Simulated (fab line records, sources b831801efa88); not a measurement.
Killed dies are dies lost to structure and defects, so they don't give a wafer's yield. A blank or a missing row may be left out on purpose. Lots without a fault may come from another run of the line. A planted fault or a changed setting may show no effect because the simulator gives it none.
fab line records | flow sky130
record lots=6 wafers=18 last_day=49
route steps=708 shown SONOS_ONO@176 GATE_OXIDE@187 POLY_GATE@204 RES_PROTECT@206 LDD_P@261 PAD_OPEN@708
lots that met no fault: from a run of the same line without faults
start_h: hours from the record's first day to the start of the lot's first wafer shown | wait_h: hours since the lot's step before | " the same as in the row above | L1.1+2: a row that stands for several wafers | - no value, or no start given | * or withheld: withheld | < > ~ a bound
route shown NAME@n: a module of which the file shows steps, and the number in the route of the first | usual: mean/standard deviation of fault-free wafers | same: alike in all rows | chamber/n: place in a boat | sites: the reading at each site | _std_site: their standard deviation | _edge_site: outer sites' mean less inner sites' | radius_mm: how far each site lies from the wafer's centre | mask NAME#n: copy n | behind: the tool/chamber that last shaped the wafer | hold: why the lot was held/for how many hours/how that ended | device: the transistor (n, p or np) that didn't switch | end of line: the same wafers' tests at the end of the route | a step without rows: its recipe alone | killed: dies lost to structure and defects at the first sort, not the wafer's yield | map: a wafer's dies, x killed, . not, _ none there
set.NAME: the setting as run; set.NAME@STEP: as run at that earlier step | model.NAME: the simulator's own value behind a step, which no gauge read
lots at some steps of the route; a table a step, a row a wafer
services: from which hour (start_h, from the record's first day; less than 0 if before it) a tool's chamber was out of use, for how many hours, and why
## steps
# step SKY_SONOS_ONO_COAT_08
# recipe resist=NOVOLAK spin_rpm=3000 resist_thk_nm=1140
# step SKY_SONOS_ONO_SOFTBAKE_09
# recipe temp_c=91.18 time_s=60 resist=NOVOLAK
# step SKY_SONOS_ONO_EXPOSE_10
# recipe mask_id=ONOM target_cd_nm=410 na=0.6 source_shape=conventional sigma_outer=0.6 dose_mj=150
# step SKY_SONOS_ONO_PEB_11
# recipe temp_c=withheld time_s=* resist=NOVOLAK
# step SKY_SONOS_ONO_DEVELOP_12
# recipe develop_time_s=60 dev_temp_c=23
# step SKY_SONOS_ONO_CD_MEAS_13
# recipe target_cd_nm=410
# usual cd_nm=410.1/2.3
# columns lot.wafer tool chamber start_h wait_h cd_nm
L798.1 cd_sem-02 - 274.76 0.1 406.4
L798.2 " - " " 405.5
L798.6 " - " " 407.5
L799.1 cd_sem-01 - 290.97 0.1 411.3
L799.2 " - " " 411.4
L799.3 " - " " 412.0
L804.1 cd_sem-02 - 329.56 0.1 412.0
L804.4 " - " " 410.1
L804.5 " - " " 410.0
L806.2 cd_sem-02 - 347.24 0.1 411.6
L806.4 " - " " 411.0
L806.5 " - " " 409.5
L814.2 cd_sem-01 - 416.78 0.1 412.5
L814.3 " - " " 414.7
L814.5 " - " " 416.9
L816.2 cd_sem-01 - 423.88 0.1 410.1
L816.3 " - " " 411.7
L816.4 " - " " 410.2
# step SKY_SONOS_ONO_OVL_MEAS_14
# usual SONOS_ONO_OVL=0.9/1.4
# columns lot.wafer tool chamber start_h wait_h SONOS_ONO_OVL[nm]
L798.1 overlay-01 - 274.88 0.1 -0.2
L798.2 " - " " 1.0
L798.6 " - " " 0.9
L799.1 overlay-02 - 291.09 0.1 -0.4
L799.2 " - " " 0.8
L799.3 " - " " -0.7
L804.1 overlay-02 - 329.68 0.1 -0.6
L804.4 " - " " -2.7
L804.5 " - " " -0.1
L806.2 overlay-01 - 347.34 0.1 2.5
L806.4 " - " " 3.4
L806.5 " - " " 0.1
L814.2 overlay-01 - 416.89 0.1 3.1
L814.3 " - " " 2.6
L814.5 " - " " 0.5
L816.2 overlay-01 - 423.98 0.1 1.1
L816.3 " - " " 2.0
L816.4 " - " " 1.6
# step SKY_SONOS_ONO_ETCH_15
# recipe target_depth_nm=19.52 chemistry=CHF3/O2 source_w=600 bias_w=200 pressure_mtorr=40 chf3_flow_sccm=50 O2_flow_sccm=5 time_s=7.8
# usual O2_flow_sccm=4.999/0.017 drypump_motor_current_A=5.7/0.33 oes_product_au=1.003/0.015 throttle_valve_pct=8.825/0.011
# columns lot.wafer tool chamber start_h wait_h O2_flow_sccm drypump_motor_current_A oes_product_au rf_hours_counter_h throttle_valve_pct
L798.1 rie_diel-01 0 274.91 0.0 4.984 5.5 1.002 35 8.818
L798.2 " 1 " " 4.994 5.7 1.008 111 8.833
L798.6 " 3 " " 4.996 5.5 1.028 - 8.837
L799.1 rie_diel-04 2 291.12 0.0 4.986 5.6 1.030 112 8.832
L799.2 " 3 " " 5.031 6.2 1.029 77 8.809
L799.3 " 0 " " 4.998 6.4 1.019 7 8.843
L804.1 rie_diel-03 3 329.72 0.0 5.006 5.4 1.004 78 8.803
L804.4 " 0 " " 5.013 6.0 0.978 116 8.806
L804.5 " 3 " " 5.032 5.5 1.017 - 8.842
L806.2 rie_diel-04 0 347.37 0.0 5.016 6.4 1.012 8 8.816
L806.4 " 1 " " 4.991 5.6 0.997 104 8.819
L806.5 " 2 " " 4.979 5.6 1.002 - 8.810
L814.2 rie_diel-04 3 416.92 0.0 5.006 6.2 1.018 80 8.839
L814.3 " 1 " " 5.010 5.6 0.994 105 8.822
L814.5 " 3 " " 5.034 6.1 1.011 - 8.835
L816.2 rie_diel-01 0 424.01 0.0 4.990 5.5 0.993 39 8.818
L816.3 " 2 " " 4.987 5.4 1.019 3 8.832
L816.4 " 3 " " 4.997 5.6 1.013 37 8.820
# step SKY_SONOS_ONO_WET_ETCH_16
# recipe chemistry=dHF target_depth_nm=14 dry=n2_spin target=SiO2 dilution=100:1 temp_c=25 time_s=280
# step SKY_SONOS_ONO_STRIP_17
# recipe chemistry=O2/N2 power_w=1400 pressure_mtorr=1500 platen_temp_c=withheld o2_flow_sccm=3000 n2_flow_sccm=300 overash_fraction=0.5
# usual drypump_motor_current_A=5.7/0.61 oes_product_au=0.710/0.0047 strip_time_to_endpoint_s=14.05/0.041
# columns lot.wafer tool chamber start_h wait_h drypump_motor_current_A oes_product_au rf_hours_counter_h strip_time_to_endpoint_s
L798.1 plasma_asher-04 0 275.02 0.0 6.7 0.711 14 14.02
L798.2 " 1 " " 6.1 0.711 14 14.05
L798.6 " 0 " " 6.7 0.710 - 14.04
L799.1 plasma_asher-04 0 291.24 0.0 6.7 0.713 15 14.01
L799.2 " 1 " " 6.1 0.711 15 13.94
L799.3 " 0 " " 6.7 0.711 - 13.99
L804.1 plasma_asher-03 0 329.83 0.0 5.1 0.701 65 14.08
L804.4 " 0 " " 5.1 0.706 - 14.06
L804.5 " 0 " " 5.1 0.708 - 14.08
L806.2 plasma_asher-03 0 347.48 0.0 5.1 0.705 67 14.01
L806.4 " 1 " " 5.5 0.705 - 14.00
L806.5 " 1 " " 5.5 0.709 - 14.05
L814.2 plasma_asher-03 0 417.04 0.0 5.1 0.712 74 14.07
L814.3 " 1 " " 5.5 0.706 - 14.08
L814.5 " 0 " " 5.1 0.705 - 14.04
L816.2 plasma_asher-01 1 424.12 0.0 5.0 0.707 62 14.06
L816.3 " 1 " " 5.0 0.701 - 14.05
L816.4 " 0 " " 5.4 0.704 - 14.08
# step SKY_SONOS_ONO_WET_ETCH_18
# recipe chemistry=H3PO4 target_depth_nm=15 target=Si3N4 temp_c=160 time_s=172
# step SKY_GATE_OXIDE_CLEAN_00
# recipe chemistry=SC1/SC2 mix=1:4:20 temp_c=70 time_s=150 dry=n2_spin
# step SKY_GATE_OXIDE_OXIDATION_01
# recipe temp_c=900 ambient=O2 stabilise_s=600 purge_s=300 target_thk_a=102.68 ox_time_s=1473
# usual spike_tc_lower_C=901.2/1.2 stabilise_s=600/0
# columns lot.wafer tool chamber start_h wait_h spike_tc_lower_C stabilise_s
L798.1 furnace-02 0 276.14 0.9 899.3 600
L798.2 " 0 " " 900.0 600
L798.6 " 0 " " 900.9 600
L799.1 furnace-01 0 291.63 0.2 900.8 600
L799.2 " 0 " " 902.1 600
L799.3 " 0 " " 902.9 600
L804.1 furnace-01 0 333.89 3.9 901.5 5400
L804.4 " 0 " " 902.8 5400
L804.5 " 0 " " 903.2 5400
L806.2 furnace-01 0 348.16 0.5 901.5 5400
L806.4 " 0 " " 901.6 5400
L806.5 " 0 " " 900.2 5400
L814.2 furnace-01 0 417.32 0.1 899.9 600
L814.3 " 0 " " 901.5 600
L814.5 " 0 " " 899.4 600
L816.2 furnace-01 0 424.65 0.3 902.4 600
L816.3 " 0 " " 901.9 600
L816.4 " 0 " " 901.1 600
# step SKY_GATE_OXIDE_THK_MEAS_02
# recipe reads=SiO2_of_GATE_OXIDE_OXIDATION_01
# usual GATE_OXIDE_OXIDATION_00_THK=10.26/0.21
# columns lot.wafer tool chamber start_h wait_h GATE_OXIDE_OXIDATION_00_THK[nm]
L798.1 film_metro-04 - 277.55 0.0 10.23
L798.2 " - " " 10.17
L798.6 " - " " 10.26
L799.1 film_metro-03 - 293.04 0.0 10.37
L799.2 " - " " 10.46
L799.3 " - " " 10.44
L804.1 film_metro-03 - 335.30 0.0 9.88
L804.4 " - " " 9.89
L804.5 " - " " 9.87
L806.2 film_metro-03 - 349.58 0.0 10.11
L806.4 " - " " 10.01
L806.5 " - " " 10.15
L814.2 film_metro-02 - 418.74 0.0 10.33
L814.3 " - " " 10.44
L814.5 " - " " 10.21
L816.2 film_metro-02 - 426.06 0.0 10.24
L816.3 " - " " 10.07
L816.4 " - " " 9.89
# step SKY_GATE_OXIDE_DEHYDRATE_03
# recipe temp_c=200 time_s=60
# step SKY_GATE_OXIDE_HMDS_04
# recipe prime_time_s=60 prime_temp_c=120
# step SKY_GATE_OXIDE_COAT_05
# recipe resist=NOVOLAK spin_rpm=3000 resist_thk_nm=1140
# step SKY_GATE_OXIDE_SOFTBAKE_06
# recipe temp_c=90 time_s=60 resist=NOVOLAK
# step SKY_GATE_OXIDE_EXPOSE_07
# recipe mask_id=LVOM na=0.6 source_shape=conventional sigma_outer=0.6 polarization=unpolarized target_cd_nm=600 dose_mj=170
# step SKY_GATE_OXIDE_PEB_08
# recipe temp_c=withheld time_s=* resist=NOVOLAK
# step SKY_GATE_OXIDE_DEVELOP_09
# recipe resist=NOVOLAK developer=TMAH develop_time_s=60 dev_temp_c=23
# step SKY_GATE_OXIDE_OVL_MEAS_10
# usual GATE_OXIDE_OVL=0.0/1.5
# columns lot.wafer tool chamber start_h wait_h GATE_OXIDE_OVL[nm]
L798.1 overlay-02 - 303.06 0.1 -0.6
L798.2 " - " " 1.4
L798.6 " - " " -1.5
L799.1 overlay-01 - 318.82 0.1 2.4
L799.2 " - " " 2.8
L799.3 " - " " -1.0
L804.1 overlay-02 - 362.31 0.1 -1.6
L804.4 " - " " -3.1
L804.5 " - " " -1.7
L806.2 overlay-02 - 378.17 0.1 -2.2
L806.4 " - " " -0.2
L806.5 " - " " 0.3
L814.2 overlay-02 - 449.23 0.1 -0.7
L814.3 " - " " -1.8
L814.5 " - " " -0.7
L816.2 overlay-02 - 456.78 0.1 -2.1
L816.3 " - " " -0.6
L816.4 " - " " 0.3
# step SKY_GATE_OXIDE_IMPLANT_11
# recipe species=B energy_kev=10 dose_cm2=2.551e+12 tilt_deg=withheld
# step SKY_GATE_OXIDE_WET_ETCH_12
# recipe chemistry=dHF target_depth_nm=16.8 dry=n2_spin target=SiO2 dilution=100:1 temp_c=25 time_s=336
# step SKY_GATE_OXIDE_STRIP_13
# recipe chemistry=O2/N2 power_w=1400 pressure_mtorr=1500 platen_temp_c=withheld o2_flow_sccm=3000 n2_flow_sccm=300 overash_fraction=0.5
# usual drypump_motor_current_A=5.9/0.61 oes_product_au=0.715/0.0044 strip_time_to_endpoint_s=14.20/0.042
# columns lot.wafer tool chamber start_h wait_h drypump_motor_current_A oes_product_au rf_hours_counter_h strip_time_to_endpoint_s
L798.1 plasma_asher-02 1 303.37 0.0 6.6 0.716 61 14.19
L798.2 " 0 " " 5.5 0.711 61 14.12
L798.6 " 1 " " 6.7 0.717 - 14.18
L799.1 plasma_asher-03 0 319.10 0.0 5.1 0.714 64 14.16
L799.2 " 1 " " 5.5 0.719 64 14.15
L799.3 " 1 " " 5.5 0.714 - 14.14
L804.1 plasma_asher-04 0 362.60 0.0 6.7 0.718 22 14.12
L804.4 " 1 " " 6.1 0.714 - 14.12
L804.5 " 0 " " 6.7 0.710 - 14.11
L806.2 plasma_asher-04 0 378.75 0.0 6.7 0.718 24 14.21
L806.4 " 0 " " 6.7 0.720 - 14.22
L806.5 " 1 " " 6.1 0.721 - 14.19
L814.2 plasma_asher-03 0 449.51 0.0 5.1 0.714 2 14.19
L814.3 " 1 " " 5.6 0.719 - 14.19
L814.5 " 0 " " 5.1 0.710 - 14.21
L816.2 plasma_asher-04 0 457.06 0.0 6.7 0.716 32 14.25
L816.3 " 1 " " 6.1 0.708 - 14.24
L816.4 " 0 " " 6.6 0.715 - 14.24
# step SKY_GATE_OXIDE_TW_MEAS_14
# usual GATE_OXIDE_TW=219.9/1.8
# columns lot.wafer tool chamber start_h wait_h GATE_OXIDE_TW
L798.1 film_metro-02 - 303.47 0.1 220.8
L798.2 " - " " 221.2
L798.6 " - " " 220.9
L799.1 film_metro-02 - 319.20 0.1 220.8
L799.2 " - " " 221.0
L799.3 " - " " 220.8
L804.1 film_metro-03 - 362.70 0.1 218.2
L804.4 " - " " 218.3
L804.5 " - " " 215.9
L806.2 film_metro-03 - 378.86 0.1 218.5
L806.4 " - " " 217.4
L806.5 " - " " 217.7
L814.2 film_metro-02 - 449.62 0.1 218.9
L814.3 " - " " 219.7
L814.5 " - " " 220.5
L816.2 film_metro-02 - 457.17 0.1 220.5
L816.3 " - " " 220.1
L816.4 " - " " 220.0
# step SKY_GATE_OXIDE_CLEAN_15
# recipe chemistry=SC1/SC2 mix=1:4:20 temp_c=70 time_s=150 dry=n2_spin
# step SKY_GATE_OXIDE_OXIDATION_16
# recipe temp_c=800 ambient=O2 idle_temp_c=700 ramp_up_c_per_min=10 ramp_down_c_per_min=3 stabilise_s=600 purge_s=300 target_thk_a=35.7 ox_time_s=1915
# step SKY_POLY_GATE_CVD_00
# recipe material=poly-Si target_thk_nm=180 temp_c=620 time_s=720 pressure_mtorr=200
# step SKY_POLY_GATE_THK_MEAS_01
# recipe reads=poly-Si_of_POLY_GATE_CVD_00
# usual POLY_GATE_CVD_00_THK=179.7/1.5
# columns lot.wafer tool chamber start_h wait_h POLY_GATE_CVD_00_THK[nm]
L798.1 film_metro-01 - 306.31 0.0 182.2
L798.2 " - " " 182.1
L798.6 " - " " 180.9
L799.1 film_metro-03 - 324.50 0.0 180.4
L799.2 " - " " 180.4
L799.3 " - " " 179.9
L804.1 film_metro-01 - 365.90 0.0 184.1
L804.4 " - " " 182.5
L804.5 " - " " 183.6
L806.2 film_metro-02 - 381.82 0.0 178.6
L806.4 " - " " 181.4
L806.5 " - " " 180.5
L814.2 film_metro-01 - 452.47 0.0 178.1
L814.3 " - " " 178.7
L814.5 " - " " 178.9
L816.2 film_metro-03 - 460.02 0.0 178.9
L816.3 " - " " 177.3
L816.4 " - " " 178.6
# step SKY_RES_PROTECT_DEHYDRATE_00
# recipe temp_c=200 time_s=60
# step SKY_RES_PROTECT_HMDS_01
# recipe prime_time_s=60 prime_temp_c=120
# step SKY_RES_PROTECT_COAT_02
# recipe resist=NOVOLAK spin_rpm=3000 resist_thk_nm=1140
# step SKY_RES_PROTECT_SOFTBAKE_03
# recipe temp_c=90 time_s=60 resist=NOVOLAK
# step SKY_RES_PROTECT_EXPOSE_04
# recipe mask_id=RPM na=0.6 source_shape=conventional sigma_outer=0.6 polarization=unpolarized target_cd_nm=1270 dose_mj=131
# step SKY_RES_PROTECT_PEB_05
# recipe temp_c=withheld time_s=* resist=NOVOLAK
# step SKY_RES_PROTECT_DEVELOP_06
# recipe resist=NOVOLAK developer=TMAH develop_time_s=60 dev_temp_c=23
# step SKY_POLY_GATE_IMPLANT_02
# recipe species=P energy_kev=30 dose_cm2=7.7e+15 tilt_deg=0
# step SKY_RES_PROTECT_STRIP_07
# recipe chemistry=O2/N2 power_w=1400 pressure_mtorr=1500 platen_temp_c=withheld o2_flow_sccm=3000 n2_flow_sccm=300 overash_fraction=0.5
# usual drypump_motor_current_A=5.5/0.51 oes_product_au=0.517/0.0047 strip_time_to_endpoint_s=23.30/0.045
# columns lot.wafer tool chamber start_h wait_h drypump_motor_current_A oes_product_au rf_hours_counter_h strip_time_to_endpoint_s
L798.1 plasma_asher-03 0 332.16 0.1 5.0 0.517 66 23.29
L798.2 " 1 " " 5.5 0.512 66 23.23
L798.6 " 0 " " 5.1 0.525 - 23.25
L799.1 plasma_asher-01 0 350.06 0.1 5.4 0.527 54 23.29
L799.2 " 1 " " 5.0 0.520 54 23.34
L799.3 " 0 " " 5.4 0.517 - 23.33
L804.1 plasma_asher-01 1 395.56 0.1 5.0 0.517 59 23.32
L804.4 " 1 " " 5.0 0.519 - 23.31
L804.5 " 1 " " 5.0 0.515 - 23.27
L806.2 plasma_asher-03 0 411.53 0.1 5.0 0.518 73 23.18
L806.4 " 0 " " 5.0 0.516 - 23.21
L806.5 " 1 " " 5.5 0.515 - 23.26
L814.2 plasma_asher-03 1 483.88 0.1 5.5 0.515 5 23.31
L814.3 " 1 " " 5.5 0.519 - 23.32
L814.5 " 0 " " 5.1 0.521 - 23.30
L816.2 plasma_asher-03 0 491.46 0.1 5.0 0.514 6 23.36
L816.3 " 1 " " 5.6 0.520 - 23.38
L816.4 " 0 " " 5.0 0.522 - 23.41
# step SKY_RES_PROTECT_TW_MEAS_08
# usual POLY_GATE_TW=4001/28
# columns lot.wafer tool chamber start_h wait_h POLY_GATE_TW
L798.1 film_metro-01 - 332.26 0.1 4034
L798.2 " - " " 4044
L798.6 " - " " 4016
L799.1 film_metro-02 - 350.16 0.1 3984
L799.2 " - " " 3982
L799.3 " - " " 3996
L804.1 film_metro-01 - 395.66 0.1 4016
L804.4 " - " " 4032
L804.5 " - " " 4022
L806.2 film_metro-01 - 411.64 0.1 4032
L806.4 " - " " 4038
L806.5 " - " " 4042
L814.2 film_metro-01 - 483.99 0.1 4026
L814.3 " - " " 4038
L814.5 " - " " 4015
L816.2 film_metro-02 - 491.57 0.1 3967
L816.3 " - " " 3973
L816.4 " - " " 3977
# step SKY_RES_PROTECT_CLEAN_09
# recipe chemistry=SC1/SC2 mix=1:4:20 temp_c=70 time_s=150 dry=n2_spin
# step SKY_POLY_GATE_CVD_03
# recipe material=Si3N4 precursor=DCS/NH3 target_thk_nm=75 temp_c=770 time_s=1290 pressure_mtorr=250
# step SKY_LDD_P_DEVELOP_06
# recipe resist=NOVOLAK developer=TMAH develop_time_s=60 dev_temp_c=23.82
# columns lot.wafer tool chamber start_h wait_h model.LDD_P.cd_nm
L798.1 litho_track-04 0 423.63 0.1 381.6
L798.2 " 0 " " 377.4
L798.6 " 0 " " 380.2
L799.1 litho_track-03 0 446.76 0.1 380.7
L799.2 " 0 " " 380
L799.3 " 0 " " 383
L804.1 litho_track-04 0 492.53 0.1 369
L804.4 " 0 " " 369.9
L804.5 " 0 " " 370.6
L806.2 litho_track-03 0 512.74 0.1 372.1
L806.4 " 0 " " 376.6
L806.5 " 0 " " 374.5
L814.2 litho_track-02 0 580.34 0.1 381.3
L814.3 " 0 " " 379.4
L814.5 " 0 " " 379.7
L816.2 litho_track-03 0 585.69 0.1 383.4
L816.3 " 0 " " 383
L816.4 " 0 " " 382.4
# step SKY_PAD_OPEN_PROBE_99
# usual killed_at_M0_to_M3=44/7.9 killed_at_M4_up=3.1/2 killed_at_contacts=23/4.9 killed_at_front_end=15/3.9 killed_at_other=0.2/0.49 killed_dies=86/10 killed_on_rim=17/3.9 killed_open=47/7.1 killed_short=39/7.1
# same gross_dies=492 killed_at_back_side=0
# columns lot.wafer tool chamber start_h wait_h killed_at_M0_to_M3 killed_at_M4_up killed_at_contacts killed_at_front_end killed_at_other killed_dies killed_on_rim killed_open killed_short model.etest.pfet_g5v0d10v5.r_on_ohm_um model.etest.res_pwell_under_gate.rs_ohm_sq model.etest.pfet_g5v0d10v5.drive_ua_um model.etest.pfet_01v8_mvt.drive_ua_um model.etest.field_n.vt_v model.etest.pfet_01v8_mvt.off_log10_a_um model.etest.pfet_g5v0d10v5.off_log10_a_um model.etest.nfet_05v0_nvt.off_log10_a_um
L798.1 prober-02 - 1071.58 0.1 56 6 19 16 0 97 21 55 42 4713 2283 341.1 147 36.37 -11.06 -12.96 -10.81
L798.2 prober-02 - 1071.63 0.1 45 4 22 18 0 89 15 51 38 4726 2295 341.4 149 36.14 -10.95 -12.66 -11.01
L798.6 prober-02 - 1071.83 0.2 37 1 19 23 0 80 14 52 28 4820 2282 340.5 147.2 35.84 -11.18 -12.99 -11.08
L799.1 prober-01 - 1082.48 0.1 46 2 28 18 2 96 20 53 41 4786 2295 340 151.2 35.37 -11.16 -12.82 -11.03
L799.2 prober-01 - 1082.53 0.1 54 7 18 20 0 99 16 51 48 4830 2289 336.8 152.1 35.41 -11.09 -12.73 -11.23
L799.3 prober-01 - 1082.58 0.2 50 3 24 19 0 96 19 57 38 4775 2290 339.8 147.4 35.33 -11.29 -12.7 -11.27
L804.1 prober-02 - 1111.42 0.1 52 4 30 16 0 102 22 65 37 4832 2262 336.1 145.3 34.5 -11.54 -13.25 -11.4
L804.4 prober-02 - 1111.57 0.2 53 3 30 9 0 95 16 53 42 4836 2246 338.2 141.2 35.17 -11.61 -13.32 -11.15
L804.5 prober-02 - 1111.62 0.2 43 1 18 15 0 77 18 48 29 4818 2246 334.1 144.2 34.87 -11.49 -13.48 -11.24
L806.2 prober-01 - 1135.06 0.1 31 5 29 11 0 76 16 43 33 4849 2277 330.6 140.5 34.08 -12.27 -13.49 -11.36
L806.4 prober-01 - 1135.16 0.2 47 1 20 18 0 86 17 43 43 4704 2268 338.7 145.3 34.3 -11.95 -13.37 -11.53
L806.5 prober-01 - 1135.21 0.2 36 1 40 21 0 98 22 59 39 4797 2283 338 140.8 34.02 -12.07 -13.35 -11.56
L814.2 prober-02 - 1168.57 0.1 38 0 28 18 0 84 16 54 30 4780 2258 339.1 142.9 36.47 -11.23 -12.71 -10.85
L814.3 prober-02 - 1168.62 0.2 39 4 17 15 0 75 10 40 35 4817 2273 332.9 139.8 36.18 -11.5 -12.62 -11.1
L814.5 prober-02 - 1168.72 0.2 53 6 25 16 0 100 17 54 46 4730 2290 342.9 143.6 35.74 -11.42 -12.55 -10.82
L816.2 prober-01 - 1170.72 0.1 57 0 17 17 0 91 18 50 41 4725 2298 340.1 151.9 35.66 -11.04 -12.84 -11.24
L816.3 prober-01 - 1170.77 0.2 48 9 27 10 0 94 18 51 43 4747 2299 341.4 145.2 35.29 -11.4 -13.22 -11
L816.4 prober-01 - 1170.82 0.2 51 3 30 12 0 96 15 62 33 4762 2303 342.9 147.8 35.65 -11.14 -12.98 -11.03
# killed by level:class
L798.1 VIA1:geometric_particle:open=15 VIA3:geometric_particle:open=9 VIA2:geometric_particle:open=6 METAL2:geometric_particle:short=6 CONTACT:geometric_particle:short=5 FIELD_ISO:geometric_particle:short=4 LOCAL_INTERCONNECT:geometric_particle:short=4 METAL1:geometric_particle:short=4
L798.2 VIA2:geometric_particle:open=10 VIA1:geometric_particle:open=10 CONTACT:geometric_particle:open=6 VIA3:geometric_particle:open=6 FIELD_ISO:geometric_particle:short=5 POLY_GATE:geometric_particle:short=4 LI_CONTACT:geometric_particle:open=4 LOCAL_INTERCONNECT:geometric_particle:short=4
L798.6 FIELD_ISO:geometric_particle:open=13 CONTACT:geometric_particle:open=8 VIA1:geometric_particle:open=8 VIA3:geometric_particle:open=7 METAL1:geometric_particle:short=6 VIA2:geometric_particle:open=6 FIELD_ISO:geometric_particle:short=4 LI_CONTACT:geometric_particle:open=4
L799.1 VIA1:geometric_particle:open=10 VIA2:geometric_particle:open=10 LI_CONTACT:geometric_particle:open=8 CONTACT:geometric_particle:open=8 VIA3:geometric_particle:open=7 CONTACT:geometric_particle:short=6 METAL1:geometric_particle:short=6 FIELD_ISO:geometric_particle:short=5
L799.2 VIA1:geometric_particle:open=15 VIA3:geometric_particle:open=10 FIELD_ISO:geometric_particle:open=9 METAL1:geometric_particle:short=8 CONTACT:geometric_particle:open=7 VIA1:geometric_particle:short=6 LOCAL_INTERCONNECT:geometric_particle:short=5 METAL4:geometric_particle:short=5
L799.3 VIA1:geometric_particle:open=11 VIA3:geometric_particle:open=9 CONTACT:geometric_particle:open=7 VIA2:geometric_particle:open=7 CONTACT:geometric_particle:short=6 VIA1:geometric_particle:short=6 FIELD_ISO:geometric_particle:short=5 POLY_GATE:geometric_particle:open=5
L804.1 VIA1:geometric_particle:open=12 CONTACT:geometric_particle:open=11 VIA3:geometric_particle:open=10 VIA2:geometric_particle:open=8 LI_CONTACT:geometric_particle:open=6 VIA2:geometric_particle:short=6 FIELD_ISO:geometric_particle:open=5 LOCAL_INTERCONNECT:geometric_particle:short=5
L804.4 CONTACT:geometric_particle:open=14 VIA1:geometric_particle:open=11 VIA3:geometric_particle:open=9 METAL2:geometric_particle:short=7 VIA1:geometric_particle:short=6 LI_CONTACT:geometric_particle:open=5 LOCAL_INTERCONNECT:geometric_particle:short=5 CONTACT:geometric_particle:short=5
L804.5 VIA1:geometric_particle:open=13 CONTACT:geometric_particle:open=10 VIA3:geometric_particle:open=6 LI_CONTACT:geometric_particle:open=5 METAL2:geometric_particle:short=5 VIA2:geometric_particle:open=5 FIELD_ISO:geometric_particle:short=4 FIELD_ISO:geometric_particle:open=4
L806.2 CONTACT:geometric_particle:open=14 VIA1:geometric_particle:open=7 LOCAL_INTERCONNECT:geometric_particle:short=6 VIA3:geometric_particle:open=6 VIA2:geometric_particle:open=5 FIELD_ISO:geometric_particle:short=5 LI_CONTACT:geometric_particle:open=5 VIA1:geometric_particle:short=5
L806.4 VIA3:geometric_particle:open=9 CONTACT:geometric_particle:open=8 VIA1:geometric_particle:short=7 FIELD_ISO:geometric_particle:open=6 METAL3:geometric_particle:short=6 VIA1:geometric_particle:open=6 FIELD_ISO:geometric_particle:short=5 METAL2:geometric_particle:short=5
L806.5 CONTACT:geometric_particle:open=20 VIA1:geometric_particle:open=11 FIELD_ISO:geometric_particle:short=8 LI_CONTACT:geometric_particle:open=6 LOCAL_INTERCONNECT:geometric_particle:short=6 VIA2:geometric_particle:open=5 VIA3:geometric_particle:open=5 FIELD_ISO:geometric_particle:open=4
L814.2 LI_CONTACT:geometric_particle:open=14 VIA1:geometric_particle:open=11 CONTACT:geometric_particle:open=9 METAL1:geometric_particle:short=7 FIELD_ISO:geometric_particle:short=5 POLY_GATE:geometric_particle:short=5 VIA1:geometric_particle:short=5 VIA2:geometric_particle:open=5
L814.3 VIA3:geometric_particle:open=11 VIA1:geometric_particle:open=6 CONTACT:geometric_particle:open=5 CONTACT:geometric_particle:short=5 FIELD_ISO:geometric_particle:short=4 VIA1:geometric_particle:short=4 FIELD_ISO:geometric_particle:open=3 POLY_GATE:geometric_particle:short=3
L814.5 VIA1:geometric_particle:open=13 LI_CONTACT:geometric_particle:open=9 VIA3:geometric_particle:open=8 CONTACT:geometric_particle:open=6 METAL4:geometric_particle:short=6 VIA2:geometric_particle:short=6 LI_CONTACT:geometric_particle:short=5 METAL1:geometric_particle:short=5
L816.2 VIA1:geometric_particle:open=13 CONTACT:geometric_particle:open=8 FIELD_ISO:geometric_particle:short=6 METAL1:geometric_particle:short=6 VIA2:geometric_particle:open=5 VIA1:geometric_particle:short=5 VIA3:geometric_particle:open=5 METAL3:geometric_particle:short=5
L816.3 VIA1:geometric_particle:open=11 LI_CONTACT:geometric_particle:open=9 METAL4:geometric_particle:short=7 VIA2:geometric_particle:open=7 VIA3:geometric_particle:open=6 CONTACT:geometric_particle:open=6 METAL1:geometric_particle:short=6 METAL2:geometric_particle:short=5
L816.4 CONTACT:geometric_particle:open=16 VIA3:geometric_particle:open=11 VIA1:geometric_particle:open=9 LI_CONTACT:geometric_particle:open=8 VIA1:geometric_particle:short=8 METAL2:geometric_particle:short=5 CONTACT:geometric_particle:short=5 VIA2:geometric_particle:open=4
## services
# columns tool chamber start_h hours kind
plasma_asher-02 - 256.13 7.1 repair
plasma_asher-03 - 284.00 3.3 repair
rie_diel-04 3 302.47 6.1 repair
plasma_asher-04 - 306.27 1.4 repair
furnace-01 - 311.67 11.1 pm
rie_diel-04 0 322.63 3.3 repair
furnace-01 - 322.81 4.2 pm
rie_diel-04 3 324.05 2.2 repair
plasma_asher-01 - 327.62 1.0 repair
plasma_asher-03 - 334.06 2.8 pm
rie_diel-01 3 376.95 15.5 repair
rie_diel-04 2 383.54 6.3 repair
plasma_asher-04 - 406.08 2.8 pm
plasma_asher-03 - 421.25 9.0 pm
plasma_asher-04 - 430.45 1.0 repair
rie_diel-01 2 440.05 2.8 repair
rie_diel-01 - 457.21 0.9 repair
rie_diel-04 1 458.71 5.9 repair
rie_diel-04 2 460.38 15.4 repair
rie_diel-01 1 469.77 4.8 repair
furnace-01 - 480.95 2.9 pm
rie_diel-04 1 497.68 3.0 repair
furnace-01 - 503.97 4.7 pm
rie_diel-04 2 558.03 8.6 repair
## key
first_sign step=SKY_GATE_OXIDE_OXIDATION_01 reading=stabilise_s direction=up sigmas=99+ usual=600 struck=5400
effect none on later readings
model_effect step=SKY_LDD_P_DEVELOP_06 value=LDD_P.cd_nm without=378.7 struck=372.1
model_effect step=SKY_PAD_OPEN_PROBE_99 value=etest.pfet_g5v0d10v5.r_on_ohm_um without=4678 struck=4806
met_at SKY_GATE_OXIDE_OXIDATION_01
struck_wafers L804.1,L804.4,L804.5,L806.2,L806.4,L806.5
tester_left_out L804,L806
loop_trim step=SKY_LDD_P_EXPOSE_04 setting=dose lots=L804,L806
onset_between 291.63 333.89
fault kind=process_parameter_drift tool=furnace-01 chamber=- onset_h=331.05 steps=SKY_GATE_OXIDE_OXIDATION_01 channel=stabilise_s offset=4800 shape=step end_h=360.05 acts_in=these_recipes_only stated=600
# tester_left_out: of these lots the tester's yield and bins aren't shown, on N5 and GAA mostly nor the transistor test; their killed dies are dies lost to structure and defects alone, not to doping, threshold or leakage, so they don't give the yield
# loop_trim: a control loop set the setting to another value than it would have without faults
